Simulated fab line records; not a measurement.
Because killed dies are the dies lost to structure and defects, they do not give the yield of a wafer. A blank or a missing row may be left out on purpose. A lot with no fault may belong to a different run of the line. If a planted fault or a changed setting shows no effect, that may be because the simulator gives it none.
The tool behind it: which one? | flow gf180mcu | 14 lots with 42 wafers sampled at 2 steps, on a route of 602 steps

WHAT THE GAUGES SHOWED, per wafer
GF_SAB_OVL_MEAS_10. Usual: for SAB_OVL the level is -0.5 nm and the standard deviation is 1.2.
lot  | measured     | on         | SAB_OVL (nm)   | flag
L671 | day 14 20:05 | overlay-02 | -1.8 0.8 0.2   | 
L672 | day 14 23:54 | overlay-02 | -0.5 -0.1 -2.2 | 
L673 | day 15 09:21 | overlay-02 | -1.5 -1.5 -2.6 | 
L676 | day 16 22:06 | overlay-01 | 0.4 -2.2 -1.1  | 
L677 | day 17 11:17 | overlay-02 | -1.5 -0.8 -0.5 | 
L679 | day 18 10:35 | overlay-02 | 1.4 -1.8 -3.9  | 
L680 | day 18 19:50 | overlay-02 | -0.1 -1.6 0.4  | 
L681 | day 19 08:27 | overlay-02 | -1.9 -1.6 -1.4 | 
L682 | day 19 19:27 | overlay-01 | 1.0 -0.6 1.3   | 
L683 | day 19 20:57 | overlay-02 | -0.9 0.0 1.7   | 
L684 | day 20 05:52 | overlay-02 | -0.6 -1.0 -0.9 | 
L692 | day 22 10:22 | overlay-02 | 1.8 -0.9 1.3   | 
L693 | day 22 19:07 | overlay-01 | -1.6 -0.4 0.4  | 
L694 | day 23 03:58 | overlay-01 | -1.1 0.4 -1.2  | 

GF_SALICIDE_RS_MEAS_04: uses a four-point probe to measure. Usual: for SALICIDE_TIN_RS the level is 16.5 ohm/sq and the standard deviation is 0.36.
lot  | measured     | on           | SALICIDE_TIN_RS (ohm/sq) | flag
L671 | day 14 20:32 | filmMetro-03 | 16.2 16.2 16.1           | 
L672 | day 15 00:23 | filmMetro-01 | 16.9 16.8 16.9           | 
L673 | day 15 09:49 | filmMetro-02 | 16.8 16.7 16.6           | 
L676 | day 16 22:33 | filmMetro-01 | 16.1 16.1 16.5           | 
L677 | day 17 11:43 | filmMetro-03 | 16.1 16.2 16.0           | 
L679 | day 18 11:01 | filmMetro-03 | 16.7 16.5 16.5           | 
L680 | day 18 20:26 | filmMetro-01 | 16.6 16.7 16.3           | 
L681 | day 19 08:55 | filmMetro-01 | 15.9 15.8 16.1           | 
L682 | day 19 19:53 | filmMetro-03 | 16.6 16.9 16.8           | 
L683 | day 19 21:23 | filmMetro-03 | 15.8 16.0 16.1           | 
L684 | day 20 06:20 | filmMetro-03 | 15.8 15.8 15.9           | 
L692 | day 22 10:50 | filmMetro-03 | 16.7 16.4 16.2           | 
L693 | day 22 19:35 | filmMetro-03 | 16.7 16.8 17.0           | 
L694 | day 23 04:24 | filmMetro-02 | 16.7 16.8 16.8           | 

WHAT TOOL EACH LOT RAN ON (gives the tool, then ch and the chambers of the sampled wafers, and finally the start)
Record: no process step prior to these readings.

AS READ BY THE TOOLS THEMSELVES (means over the sampled wafers that have a number; for cases with no such wafer, the mark the record gives instead)
The record holds no such reading with a usual standard deviation.

THE ANSWER, worked out from the rows above alone
Rule: take the mean of a lot's wafers that have a number; if it is more than 3 standard deviations from the usual mean, the lot is off. Also off: a lot with no number at a reading for which 4 or more lots have one. Any other lot the step has rows for is counted as sound. The gauges are gone through in route order, then the tools' own readings, and for those a lot's mean is taken as printed above. At the first step where some lot is off, the reading lying furthest off is the one used; lots without a number count as furthest.
No lot is off on any of the readings shown, so nothing can be concluded from this.

WHAT THE SIMULATOR HAD INSERTED
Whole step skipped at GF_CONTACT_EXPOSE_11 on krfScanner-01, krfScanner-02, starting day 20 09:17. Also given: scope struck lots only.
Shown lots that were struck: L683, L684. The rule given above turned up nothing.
